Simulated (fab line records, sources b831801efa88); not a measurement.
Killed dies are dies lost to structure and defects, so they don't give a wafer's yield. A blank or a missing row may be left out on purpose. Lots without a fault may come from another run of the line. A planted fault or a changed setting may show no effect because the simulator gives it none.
fab line records | flow sky130
record lots=12 wafers=36 last_day=50
route steps=708 shown METAL3@563 VIA3@588 METAL4@601 CAP2M@606 PAD_OPEN@708
lots that met no fault: from a run of the same line without faults
start_h: hours from the record's first day to the start of the lot's first wafer shown | wait_h: hours since the lot's step before | " the same as in the row above | L1.1+2: a row that stands for several wafers | - no value, or no start given | * or withheld: withheld | < > ~ a bound
route shown NAME@n: a module of which the file shows steps, and the number in the route of the first | usual: mean/standard deviation of fault-free wafers | same: alike in all rows | chamber/n: place in a boat | sites: the reading at each site | _std_site: their standard deviation | _edge_site: outer sites' mean less inner sites' | radius_mm: how far each site lies from the wafer's centre | mask NAME#n: copy n | behind: the tool/chamber that last shaped the wafer | hold: why the lot was held/for how many hours/how that ended | device: the transistor (n, p or np) that didn't switch | end of line: the same wafers' tests at the end of the route | a step without rows: its recipe alone | killed: dies lost to structure and defects at the first sort, not the wafer's yield | map: a wafer's dies, x killed, . not, _ none there
set.NAME: the setting as run; set.NAME@STEP: as run at that earlier step | model.NAME: the simulator's own value behind a step, which no gauge read
steps of the route over a sample of lots; a table a step, a row a wafer
services: from which hour (start_h, from the record's first day; less than 0 if before it) a tool's chamber was out of use, for how many hours, and why
## steps
# step SKY_METAL3_CD_MEAS_13
# recipe target_cd_nm=300
# usual cd_nm=299.9/1.1
# columns lot.wafer tool chamber start_h wait_h cd_nm
L710.2 cd_sem-01 - 905.60 - 298.5
L710.5 " - " " 298.6
L710.6 " - " " 299.5
L715.1 cd_sem-02 - 950.75 - 299.9
L715.5 " - " " 297.8
L715.6 " - " " 300.2
L714.3 cd_sem-01 - 955.33 - 298.3
L714.4 " - " " 300.2
L714.5 " - " " 298.0
L713.1 cd_sem-01 - 955.99 - 301.1
L713.5 " - " " 299.5
L713.6 " - " " 300.1
L722.1 cd_sem-02 - 995.95 - 298.9
L722.4 " - " " 300.2
L722.6 " - " " 300.0
L725.2 cd_sem-01 - 1012.77 - 299.0
L725.3 " - " " 298.3
L725.5 " - " " 298.1
L726.1 cd_sem-01 - 1018.53 - 299.0
L726.3 " - " " 299.1
L726.5 " - " " 299.0
L727.4 cd_sem-02 - 1025.99 - 298.6
L727.5 " - " " 298.7
L727.6 " - " " 299.0
L729.1 cd_sem-01 - 1039.10 - 300.6
L729.2 " - " " 300.5
L729.6 " - " " 301.1
L728.3 cd_sem-02 - 1039.84 - 298.9
L728.5 " - " " 299.2
L728.6 " - " " 300.9
L730.2 cd_sem-02 - 1055.00 - 300.6
L730.4 " - " " 299.4
L730.5 " - " " 299.4
L731.1 cd_sem-02 - 1056.48 - 302.0
L731.2 " - " " 301.2
L731.5 " - " " 300.8
# step SKY_VIA3_ETCH_15
# recipe target=SiO2 chemistry=C4F8/O2/Ar target_depth_nm=507 stop_on=TiN mask_material=KrF-thick source_w=1500 bias_w=1200 pressure_mtorr=40 c4f8_flow_sccm=withheld O2_flow_sccm=6 Ar_flow_sccm=300 time_s=78
# usual chamber_pressure_mTorr=40.00/0.035 oes_product_au=0.947/0.0043
# columns lot.wafer tool chamber start_h wait_h chamber_pressure_mTorr oes_product_au rf_hours_counter_h
L710.2 rie_diel-03 0 931.70 0.0 40.01 0.941 17
L710.5 " 3 " " 40.05 0.948 -
L710.6 " 2 " " 40.05 0.945 -
L715.1 rie_diel-03 3 976.05 0.0 39.99 0.906 12
L715.5 " 0 " " 40.01 0.905 -
L715.6 " 1 " " 40.02 0.903 -
L714.3 rie_diel-03 3 980.44 0.0 40.01 0.893 12
L714.4 " 0 " " 40.03 0.896 18
L714.5 " 3 " " 40.02 0.890 -
L713.1 rie_diel-03 1 981.81 0.0 40.09 0.901 9
L713.5 " 3 " " 40.01 0.906 -
L713.6 " 2 " " 39.96 0.900 -
L722.1 rie_diel-04 1 1021.00 0.0 40.02 0.945 22
L722.4 " 3 " " 40.05 0.943 12
L722.6 " 3 " " 40.02 0.938 -
L725.2 rie_diel-01 1 1036.81 0.0 40.00 0.943 23
L725.3 " 3 " " 40.05 0.941 17
L725.5 " 2 " " 40.07 0.941 -
L726.1 rie_diel-03 1 1043.31 0.0 40.04 0.948 10
L726.3 " 0 " " 39.97 0.947 20
L726.5 " 0 " " 40.09 0.944 -
L727.4 rie_diel-04 1 1049.89 0.0 40.02 0.952 23
L727.5 " 0 " " 40.01 0.949 -
L727.6 " 3 " " 40.05 0.948 -
L729.1 rie_diel-04 1 1062.56 0.0 39.96 0.948 24
L729.2 " 0 " " 39.98 0.944 16
L729.6 " 0 " " 40.01 0.955 -
L728.3 rie_diel-03 2 1063.30 0.0 39.97 0.946 8
L728.5 " 1 " " 39.99 0.944 -
L728.6 " 0 " " 40.01 0.942 -
L730.2 rie_diel-04 2 1078.21 0.0 40.03 0.949 9
L730.4 " 1 " " 40.01 0.942 24
L730.5 " 3 " " 40.01 0.942 -
L731.1 rie_diel-03 2 1079.69 0.0 39.98 0.949 8
L731.2 " 0 " " 39.98 0.952 22
L731.5 " 1 " " 40.01 0.941 -
# step SKY_VIA3_STRIP_16
# recipe chemistry=O2/N2 power_w=1400 pressure_mtorr=1500 platen_temp_c=withheld o2_flow_sccm=3000 n2_flow_sccm=300 overash_fraction=0.5
# usual chamber_pressure_mTorr=1500.1/1.5 drypump_motor_current_A=5.6/0.47 oes_product_au=0.402/0.0045 strip_time_to_endpoint_s=4.135/0.027
# columns lot.wafer tool chamber start_h wait_h chamber_pressure_mTorr drypump_motor_current_A oes_product_au rf_hours_counter_h strip_time_to_endpoint_s
L710.2 plasma_asher-01 0 931.76 0.0 1502.4 6.2 0.400 113 4.192
L710.5 " 1 " " 1499.4 6.4 0.403 - 4.161
L710.6 " 0 " " 1499.0 6.1 0.407 - 4.179
L715.1 plasma_asher-04 0 976.11 0.0 1500.6 5.4 0.407 24 4.311
L715.5 " 1 " " 1502.5 5.6 0.411 - 4.317
L715.6 " 0 " " 1499.1 5.4 0.409 - 4.316
L714.3 plasma_asher-02 1 980.53 0.1 1502.4 5.7 0.406 - 4.293
L714.4 " 0 " " 1499.5 4.9 0.411 - 4.321
L714.5 " 0 " " 1497.2 4.9 0.413 - 4.312
L713.1 plasma_asher-02 0 981.87 0.0 1497.5 4.9 0.405 56 4.290
L713.5 " 1 " " 1498.7 5.7 0.416 - 4.269
L713.6 " 0 " " 1500.6 4.9 0.411 - 4.316
L722.1 plasma_asher-01 0 1021.06 0.0 1501.0 6.1 0.393 122 4.121
L722.4 " 0 " " 1501.3 6.2 0.405 - 4.159
L722.6 " 0 " " 1498.9 6.2 0.401 - 4.175
L725.2 plasma_asher-04 0 1036.87 0.0 1498.1 5.4 0.406 29 4.131
L725.3 " 0 " " 1502.4 5.4 0.397 - 4.132
L725.5 " 0 " " 1500.3 5.4 0.400 - 4.161
L726.1 plasma_asher-02 0 1043.37 0.0 1499.3 4.8 0.400 63 4.150
L726.3 " 0 " " 1498.9 4.9 0.401 - 4.155
L726.5 " 1 " " 1499.6 5.7 0.398 - 4.164
L727.4 plasma_asher-02 0 1049.98 0.1 1501.6 4.9 0.397 - 4.128
L727.5 " 0 " " 1500.7 4.9 0.390 - 4.082
L727.6 " 1 " " 1497.7 5.7 0.403 - 4.144
L729.1 plasma_asher-04 0 1062.62 0.0 1503.6 5.4 0.403 31 4.130
L729.2 " 1 " " 1500.8 5.6 0.400 31 4.107
L729.6 " 1 " " 1500.6 5.6 0.403 - 4.065
L728.3 plasma_asher-04 1 1063.39 0.1 1501.6 5.6 0.403 - 4.154
L728.5 " 1 " " 1501.1 5.6 0.406 - 4.122
L728.6 " 0 " " 1499.2 5.4 0.407 - 4.146
L730.2 plasma_asher-01 0 1078.27 0.0 1501.0 6.2 0.401 1 4.133
L730.4 " 1 " " 1500.8 6.3 0.401 - 4.122
L730.5 " 1 " " 1500.3 6.4 0.412 - 4.125
L731.1 plasma_asher-01 0 1079.75 0.0 1500.1 6.1 0.403 1 4.131
L731.2 " 1 " " 1499.4 6.3 0.400 1 4.129
L731.5 " 0 " " 1502.7 6.2 0.404 - 4.131
# step SKY_METAL4_SPUTTER_03
# recipe material=Ti target_thk_nm=5 power_w=3000 time_s=3.3 chamber_pressure_pa=0.4
# usual chamber_pressure_pa=0.4000/0.0008 throttle_valve_pct=29.7/0.83
# columns lot.wafer tool chamber start_h wait_h chamber_pressure_pa throttle_valve_pct
L710.2 pvd_sputter-02 - 933.12 0.0 0.3984 29.3
L710.5 " - " " 0.3997 30.6
L710.6 " - " " 0.4001 29.2
L715.5 pvd_sputter-01 - 977.73 0.0 0.3991 30.3
L715.6 " - " " 0.3991 27.9
L713.5 pvd_sputter-02 - 983.22 0.0 0.4001 30.5
L722.1 pvd_sputter-01 - 1022.40 0.0 0.4005 27.8
L722.4 " - " " 0.3997 30.4
L722.6 " - " " 0.3995 30.0
L725.2 pvd_sputter-01 - 1038.23 0.0 0.4005 30.0
L725.3 " - " " 0.3993 30.1
L725.5 " - " " 0.4004 29.9
L726.1 pvd_sputter-01 - 1044.78 0.0 0.3995 29.7
L726.3 " - " " 0.4003 29.7
L726.5 " - " " 0.4004 30.3
L727.4 pvd_sputter-02 - 1051.29 0.0 0.4002 30.2
L727.5 " - " " 0.3997 29.0
L727.6 " - " " 0.4010 30.4
L729.1 pvd_sputter-02 - 1064.07 0.0 0.4009 30.2
L729.2 " - " " 0.4004 29.5
L729.6 " - " " 0.4012 30.2
L728.3 pvd_sputter-02 - 1064.71 0.0 0.3999 29.4
L728.5 " - " " 0.4005 29.6
L728.6 " - " " 0.4006 30.1
L730.2 pvd_sputter-02 - 1079.71 0.0 0.3988 30.6
L730.4 " - " " 0.3995 29.3
L730.5 " - " " 0.4002 30.3
L731.1 pvd_sputter-01 - 1081.09 0.0 0.3997 29.8
L731.2 " - " " 0.3999 30.0
L731.5 " - " " 0.4011 27.8
# step SKY_CAP2M_RS_MEAS_03
# recipe thk_meas_gauge=four-point-probe reads=TiN_of_CAP2M_SPUTTER_02
# usual CAP2M_TIN_RS=6.91/0.075
# columns lot.wafer tool chamber start_h wait_h CAP2M_TIN_RS[ohm/sq]
L710.2 film_metro-01 - 933.40 0.1 6.92
L710.5 " - " " 7.05
L710.6 " - " " 6.95
L715.5 film_metro-01 - 978.06 0.1 6.89
L715.6 " - " " 6.85
L713.5 film_metro-01 - 983.55 0.1 6.94
L722.1 film_metro-02 - 1022.67 0.1 6.89
L722.4 " - " " 6.97
L722.6 " - " " 7.01
L725.2 film_metro-02 - 1038.51 0.1 6.89
L725.3 " - " " 6.78
L725.5 " - " " 6.83
L726.1 film_metro-02 - 1045.03 0.1 6.85
L726.3 " - " " 6.89
L726.5 " - " " 6.89
L727.4 film_metro-01 - 1051.62 0.1 6.78
L727.5 " - " " 6.77
L727.6 " - " " 6.75
L729.1 film_metro-01 - 1064.33 0.1 6.96
L729.2 " - " " 6.85
L729.6 " - " " 6.92
L728.3 film_metro-01 - 1065.01 0.1 6.85
L728.5 " - " " 6.92
L728.6 " - " " 7.02
L730.2 film_metro-04 - 1079.99 0.1 6.84
L730.4 " - " " 6.96
L730.5 " - " " 6.81
L731.1 film_metro-01 - 1081.35 0.1 7.05
L731.2 " - " " 6.97
L731.5 " - " " 7.01
# step SKY_PAD_OPEN_PROBE_99
# usual defect_limited_yield=82.9/2 killed_at_M0_to_M3=42/7.4 killed_at_M4_up=3.3/2.1 killed_at_contacts=24/5.3 killed_at_front_end=15/4.5 killed_at_other=0.3/0.57 killed_dies=84/10 killed_on_rim=17/3.8 killed_open=46/7.5 killed_short=38/6.4
# same gross_dies=492 killed_at_back_side=0
# columns lot.wafer tool chamber start_h wait_h defect_limited_yield[%] killed_at_M0_to_M3 killed_at_M4_up killed_at_contacts killed_at_front_end killed_at_other killed_dies killed_on_rim killed_open killed_short
L710.2 prober-01 - 1075.64 0.1 83.7 39 1 28 12 0 80 14 49 31
L710.5 prober-01 - 1075.79 0.2 78.0 50 9 30 19 0 108 20 59 48
L710.6 prober-01 - 1075.84 0.2 82.7 43 3 25 14 0 85 22 53 32
L715.1 prober-02 - 1115.03 0.1 35.2 282 1 22 14 0 319 91 43 21
L715.5 prober-02 - 1115.23 0.2 65.7 128 1 19 21 0 169 52 39 36
L715.6 prober-02 - 1115.28 0.2 49.2 208 2 21 19 0 250 73 58 30
L714.3 prober-01 - 1119.04 0.2 10.4 394 4 30 13 0 441 94 42 43
L714.4 prober-01 - 1119.09 0.2 1.0 446 7 22 12 0 487 96 43 48
L714.5 prober-01 - 1119.14 0.2 8.9 406 3 19 20 0 448 96 41 47
L713.1 prober-02 - 1119.09 0.1 23.0 325 1 28 24 1 379 91 40 40
L713.5 prober-02 - 1119.29 0.2 61.2 155 5 14 15 2 191 68 37 31
L713.6 prober-02 - 1119.34 0.2 18.5 355 3 27 15 1 401 90 48 44
L722.1 prober-02 - 1153.16 0.1 83.7 52 3 20 5 0 80 17 38 42
L722.4 prober-02 - 1153.31 0.2 82.5 42 8 16 20 0 86 16 49 37
L722.6 prober-02 - 1153.41 0.2 83.9 40 2 29 8 0 79 13 50 29
L725.2 prober-01 - 1164.67 0.1 83.9 39 4 25 11 0 79 16 43 36
L725.3 prober-01 - 1164.72 0.2 83.1 29 5 30 17 2 83 17 44 37
L725.5 prober-01 - 1164.82 0.2 80.5 39 0 32 25 0 96 19 51 44
L726.1 prober-02 - 1170.27 0.1 83.5 38 0 33 10 0 81 15 48 33
L726.3 prober-02 - 1170.37 0.2 82.1 44 2 28 12 2 88 18 47 40
L726.5 prober-02 - 1170.47 0.2 81.9 48 6 24 11 0 89 20 42 46
L727.4 prober-01 - 1174.71 0.2 82.1 47 4 27 9 1 88 19 55 32
L727.5 prober-01 - 1174.76 0.2 85.6 37 2 16 13 3 71 20 34 35
L727.6 prober-01 - 1174.81 0.2 82.7 44 1 24 15 1 85 18 45 39
L729.1 prober-01 - 1183.78 0.1 84.6 41 2 22 11 0 76 17 35 41
L729.2 prober-01 - 1183.83 0.1 80.3 51 3 31 10 2 97 23 49 48
L729.6 prober-01 - 1184.03 0.2 83.5 39 3 23 16 0 81 20 38 43
L728.3 prober-01 - 1185.76 0.2 81.9 50 1 23 15 0 89 13 49 40
L728.5 prober-01 - 1185.86 0.2 86.0 34 2 15 18 0 69 13 32 37
L728.6 prober-01 - 1185.91 0.2 84.8 37 3 18 17 0 75 17 43 32
L730.2 prober-02 - 1195.27 0.1 82.3 41 2 26 18 0 87 16 51 36
L730.4 prober-02 - 1195.37 0.2 82.9 32 3 35 14 0 84 18 51 33
L730.5 prober-02 - 1195.42 0.2 83.1 30 4 23 26 0 83 9 47 36
L731.1 prober-01 - 1196.08 0.1 84.3 38 1 22 16 0 77 15 47 30
L731.2 prober-01 - 1196.13 0.1 85.0 37 3 22 12 0 74 13 38 36
L731.5 prober-01 - 1196.28 0.2 79.5 43 3 39 15 1 101 16 55 46
# killed by level:class
L710.2 VIA1:geometric_particle:open=13 CONTACT:geometric_particle:open=11 LOCAL_INTERCONNECT:geometric_particle:short=6 VIA2:geometric_particle:open=6 METAL2:geometric_particle:short=5 FIELD_ISO:geometric_particle:open=4 VIA3:geometric_particle:open=4 FIELD_ISO:geometric_particle:short=3
L710.5 CONTACT:geometric_particle:open=11 VIA3:geometric_particle:open=11 LI_CONTACT:geometric_particle:open=10 METAL2:geometric_particle:short=9 VIA1:geometric_particle:open=6 VIA2:geometric_particle:open=6 VIA3:geometric_particle:short=6 LOCAL_INTERCONNECT:geometric_particle:short=5
L710.6 VIA1:geometric_particle:open=11 LI_CONTACT:geometric_particle:open=10 VIA3:geometric_particle:open=6 CONTACT:geometric_particle:open=6 FIELD_ISO:geometric_particle:open=5 METAL1:geometric_particle:short=5 METAL2:geometric_particle:short=5 LOCAL_INTERCONNECT:geometric_particle:short=4
L715.1 VIA3:area_etch=255 VIA1:geometric_particle:open=8 CONTACT:geometric_particle:open=7 LI_CONTACT:geometric_particle:open=6 VIA2:geometric_particle:open=6 VIA3:geometric_particle:open=6 POLY_GATE:geometric_particle:short=5 POLY_GATE:geometric_particle:open=4
L715.5 VIA3:area_etch=92 VIA2:geometric_particle:open=9 CONTACT:geometric_particle:open=9 VIA1:geometric_particle:open=8 FIELD_ISO:geometric_particle:short=5 POLY_GATE:geometric_particle:short=5 METAL3:geometric_particle:short=5 FIELD_ISO:geometric_particle:open=4
L715.6 VIA3:area_etch=162 VIA1:geometric_particle:open=14 VIA3:geometric_particle:open=9 FIELD_ISO:geometric_particle:open=8 LI_CONTACT:geometric_particle:open=7 CONTACT:geometric_particle:open=7 VIA3:geometric_particle:short=6 CONTACT:geometric_particle:short=5
L714.3 VIA3:area_etch=356 CONTACT:geometric_particle:open=13 METAL2:geometric_particle:short=8 LI_CONTACT:geometric_particle:open=7 VIA1:geometric_particle:short=6 VIA1:geometric_particle:open=5 CONTACT:geometric_particle:short=5 VIA3:geometric_particle:open=5
L713.1 VIA3:area_etch=298 FIELD_ISO:geometric_particle:open=9 LI_CONTACT:geometric_particle:open=8 FIELD_ISO:geometric_particle:short=7 CONTACT:geometric_particle:open=7 VIA2:geometric_particle:open=7 CONTACT:geometric_particle:short=6 POLY_GATE:geometric_particle:short=5
L714.4 VIA3:area_etch=396 VIA1:geometric_particle:open=11 METAL2:geometric_particle:short=9 VIA2:geometric_particle:open=8 VIA3:geometric_particle:open=6 METAL4:geometric_particle:short=6 LI_CONTACT:geometric_particle:short=5 LI_CONTACT:geometric_particle:open=5
L714.5 VIA3:area_etch=360 METAL2:geometric_particle:short=10 METAL1:geometric_particle:short=9 LI_CONTACT:geometric_particle:open=7 VIA2:geometric_particle:open=7 VIA3:geometric_particle:open=5 FIELD_ISO:geometric_particle:short=4 SPACER:geometric_particle:open=4
L713.5 VIA3:area_etch=121 LI_CONTACT:geometric_particle:open=9 METAL1:geometric_particle:short=8 VIA1:geometric_particle:open=8 METAL4:geometric_particle:short=4 VIA3:geometric_particle:short=4 VIA2:geometric_particle:open=4 FIELD_ISO:geometric_particle:open=3
L713.6 VIA3:area_etch=309 CONTACT:geometric_particle:open=13 VIA1:geometric_particle:open=8 METAL1:geometric_particle:short=7 METAL2:geometric_particle:short=6 LI_CONTACT:geometric_particle:open=5 VIA3:geometric_particle:short=5 LOCAL_INTERCONNECT:geometric_particle:short=4
L722.1 VIA1:geometric_particle:open=10 VIA3:geometric_particle:open=9 VIA1:geometric_particle:short=8 METAL1:geometric_particle:short=7 LI_CONTACT:geometric_particle:open=6 METAL2:geometric_particle:short=5 LI_CONTACT:geometric_particle:short=4 CONTACT:geometric_particle:short=4
L722.4 VIA1:geometric_particle:open=11 VIA2:geometric_particle:open=7 POLY_GATE:geometric_particle:open=6 METAL4:geometric_particle:short=6 FIELD_ISO:geometric_particle:open=5 METAL1:geometric_particle:short=5 VIA3:geometric_particle:open=5 FIELD_ISO:geometric_particle:short=4
L722.6 CONTACT:geometric_particle:open=12 VIA1:geometric_particle:open=11 VIA2:geometric_particle:open=8 VIA3:geometric_particle:open=6 LOCAL_INTERCONNECT:geometric_particle:short=5 LI_CONTACT:geometric_particle:open=5 CONTACT:geometric_particle:short=5 METAL2:geometric_particle:short=4
L725.2 LI_CONTACT:geometric_particle:open=10 VIA1:geometric_particle:open=7 CONTACT:geometric_particle:open=6 VIA2:geometric_particle:open=6 METAL1:geometric_particle:short=5 FIELD_ISO:geometric_particle:short=4 METAL2:geometric_particle:short=4 METAL4:geometric_particle:short=4
L725.3 LI_CONTACT:geometric_particle:open=12 CONTACT:geometric_particle:open=10 VIA1:geometric_particle:open=9 FIELD_ISO:geometric_particle:short=8 CONTACT:geometric_particle:short=5 METAL3:geometric_particle:short=4 METAL4:geometric_particle:short=4 POLY_GATE:geometric_particle:open=3
L725.5 CONTACT:geometric_particle:open=10 LI_CONTACT:geometric_particle:open=9 FIELD_ISO:geometric_particle:short=8 VIA3:geometric_particle:open=8 VIA1:geometric_particle:short=8 VIA2:geometric_particle:open=8 CONTACT:geometric_particle:short=7 FIELD_ISO:geometric_particle:open=4
L726.1 VIA1:geometric_particle:open=13 CONTACT:geometric_particle:open=12 LI_CONTACT:geometric_particle:open=6 LI_CONTACT:geometric_particle:short=6 METAL1:geometric_particle:short=5 VIA3:geometric_particle:open=5 FIELD_ISO:geometric_particle:short=4 LOCAL_INTERCONNECT:geometric_particle:open=4
L726.3 VIA1:geometric_particle:open=10 CONTACT:geometric_particle:open=8 VIA2:geometric_particle:open=8 LOCAL_INTERCONNECT:geometric_particle:short=6 LI_CONTACT:geometric_particle:short=5 FIELD_ISO:geometric_particle:open=5 LI_CONTACT:geometric_particle:open=5 VIA1:geometric_particle:short=5
L726.5 VIA1:geometric_particle:open=9 METAL2:geometric_particle:short=9 CONTACT:geometric_particle:open=8 METAL1:geometric_particle:short=8 LI_CONTACT:geometric_particle:open=6 VIA1:geometric_particle:short=6 CONTACT:geometric_particle:short=5 VIA3:geometric_particle:open=5
L727.4 VIA1:geometric_particle:open=12 LI_CONTACT:geometric_particle:open=11 CONTACT:geometric_particle:open=10 VIA1:geometric_particle:short=10 VIA3:geometric_particle:open=9 CONTACT:geometric_particle:short=4 METAL1:geometric_particle:short=4 VIA2:geometric_particle:short=3
L727.5 CONTACT:geometric_particle:open=9 VIA1:geometric_particle:open=6 VIA1:geometric_particle:short=5 CONTACT:geometric_particle:short=5 VIA2:geometric_particle:open=5 METAL1:geometric_particle:short=4 METAL3:geometric_particle:short=4 FIELD_ISO:geometric_particle:short=3
L727.6 VIA1:geometric_particle:open=8 VIA3:geometric_particle:open=8 POLY_GATE:geometric_particle:short=7 METAL2:geometric_particle:short=7 VIA2:geometric_particle:open=7 CONTACT:geometric_particle:short=6 CONTACT:geometric_particle:open=6 LI_CONTACT:geometric_particle:open=4
L729.1 CONTACT:geometric_particle:open=9 METAL2:geometric_particle:short=7 CONTACT:geometric_particle:short=6 VIA1:geometric_particle:open=6 VIA3:geometric_particle:open=6 METAL3:geometric_particle:short=6 FIELD_ISO:geometric_particle:short=5 LI_CONTACT:geometric_particle:open=5
L729.2 CONTACT:geometric_particle:open=11 VIA3:geometric_particle:open=9 VIA1:geometric_particle:open=8 METAL3:geometric_particle:short=8 LI_CONTACT:geometric_particle:open=7 LOCAL_INTERCONNECT:geometric_particle:short=6 CONTACT:geometric_particle:short=5 METAL1:geometric_particle:short=5
L729.6 LI_CONTACT:geometric_particle:open=7 FIELD_ISO:geometric_particle:open=6 VIA1:geometric_particle:open=6 METAL3:geometric_particle:short=6 CONTACT:geometric_particle:open=5 CONTACT:geometric_particle:short=5 VIA1:geometric_particle:short=5 METAL2:geometric_particle:short=5
L728.3 VIA1:geometric_particle:open=14 VIA2:geometric_particle:open=7 FIELD_ISO:geometric_particle:open=6 LI_CONTACT:geometric_particle:open=6 CONTACT:geometric_particle:open=6 METAL1:geometric_particle:short=6 VIA2:geometric_particle:short=6 METAL2:geometric_particle:short=5
L728.5 VIA1:geometric_particle:short=8 VIA1:geometric_particle:open=6 FIELD_ISO:geometric_particle:short=5 VIA3:geometric_particle:open=4 POLY_GATE:geometric_particle:short=4 CONTACT:geometric_particle:open=4 VIA2:geometric_particle:open=4 FIELD_ISO:geometric_particle:open=3
L728.6 VIA1:geometric_particle:open=12 CONTACT:geometric_particle:open=7 METAL3:geometric_particle:short=5 POLY_GATE:geometric_particle:open=5 VIA2:geometric_particle:open=5 LI_CONTACT:geometric_particle:open=4 METAL1:geometric_particle:short=4 VIA2:geometric_particle:short=4
L730.2 CONTACT:geometric_particle:open=12 VIA3:geometric_particle:open=8 VIA1:geometric_particle:open=8 VIA1:geometric_particle:short=7 FIELD_ISO:geometric_particle:short=5 LI_CONTACT:geometric_particle:open=5 VIA3:geometric_particle:short=5 FIELD_ISO:geometric_particle:open=4
L730.4 CONTACT:geometric_particle:open=16 VIA1:geometric_particle:open=7 LOCAL_INTERCONNECT:geometric_particle:short=6 CONTACT:geometric_particle:short=6 METAL2:geometric_particle:short=6 VIA2:geometric_particle:open=6 FIELD_ISO:geometric_particle:open=5 LI_CONTACT:geometric_particle:open=5
L730.5 FIELD_ISO:geometric_particle:open=10 CONTACT:geometric_particle:open=9 POLY_GATE:geometric_particle:short=7 CONTACT:geometric_particle:short=6 VIA2:geometric_particle:open=6 VIA3:geometric_particle:open=5 LI_CONTACT:geometric_particle:open=4 VIA1:geometric_particle:open=4
L731.1 VIA1:geometric_particle:open=16 CONTACT:geometric_particle:open=10 FIELD_ISO:geometric_particle:short=5 VIA2:geometric_particle:open=5 LI_CONTACT:geometric_particle:open=4 VIA3:geometric_particle:open=4 FIELD_ISO:geometric_particle:open=3 POLY_GATE:geometric_particle:short=3
L731.2 VIA1:geometric_particle:open=10 CONTACT:geometric_particle:open=7 FIELD_ISO:geometric_particle:short=6 METAL2:geometric_particle:short=6 CONTACT:geometric_particle:short=5 LI_CONTACT:geometric_particle:open=4 VIA3:geometric_particle:open=4 VIA2:geometric_particle:open=4
L731.5 CONTACT:geometric_particle:open=15 VIA1:geometric_particle:open=13 LI_CONTACT:geometric_particle:open=9 POLY_GATE:geometric_particle:short=7 VIA1:geometric_particle:short=7 METAL1:geometric_particle:short=6 LOCAL_INTERCONNECT:geometric_particle:short=5 CONTACT:geometric_particle:short=5
## services
# columns tool chamber start_h hours kind
pvd_sputter-02 0 926.24 - consumable_replace:kit
pvd_sputter-02 0 926.24 18.0 scheduled_down
pvd_sputter-02 0 926.24 18.0 vent_cycle
pvd_sputter-02 - 938.69 2.4 repair
rie_diel-01 0 945.56 3.9 repair
pvd_sputter-01 - 945.79 17.2 repair
pvd_sputter-02 - 946.04 2.1 repair
plasma_asher-01 - 957.25 1.2 repair
plasma_asher-01 - 968.18 7.1 repair
plasma_asher-04 - 970.99 0.3 repair
rie_diel-04 - 973.22 15.6 pm
plasma_asher-04 - 976.48 12.1 repair
rie_diel-04 - 1017.06 0.3 repair
rie_diel-01 0 1018.28 12.3 repair
rie_diel-03 - 1028.44 2.8 pm
pvd_sputter-02 - 1037.62 3.0 repair
plasma_asher-01 - 1055.35 9.0 pm
rie_diel-01 0 1056.91 7.2 repair
pvd_sputter-01 - 1059.73 1.0 repair
rie_diel-01 - 1059.97 2.8 pm
rie_diel-01 2 1075.00 7.4 repair
pvd_sputter-02 3 1077.40 - consumable_replace:kit
pvd_sputter-02 3 1077.40 18.0 scheduled_down
pvd_sputter-02 3 1077.40 18.0 vent_cycle
## key
first_sign step=SKY_VIA3_ETCH_15 reading=oes_product_au direction=down sigmas=11 usual=0.947 struck=0.900
effect step=SKY_VIA3_STRIP_16 reading=strip_time_to_endpoint_s direction=up sigmas=6.4 usual=* struck=*
effect step=SKY_PAD_OPEN_PROBE_99 reading=killed_at_M0_to_M3 direction=up sigmas=35 usual=42 struck=300
more_kills_born_at SKY_VIA3_ETCH_15@rie_diel-03=2349
met_at SKY_VIA3_ETCH_15
struck_lots L713,L714,L715
later_rows_left_out L713.1,L713.6,L714.3,L714.4,L714.5,L715.1
not_acting_at SKY_METAL3_CD_MEAS_13,SKY_METAL4_SPUTTER_03,SKY_CAP2M_RS_MEAS_03
onset_between 931.70 976.05
fault kind=process_parameter_drift tool=rie_diel-03 chamber=- onset_h=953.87 steps=SKY_VIA3_ETCH_15 channel=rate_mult offset=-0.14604 shape=step end_h=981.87
# later_rows_left_out: the simulator's readings of these wafers behind a module that went badly wrong aren't trusted and aren't shown, but for the sort
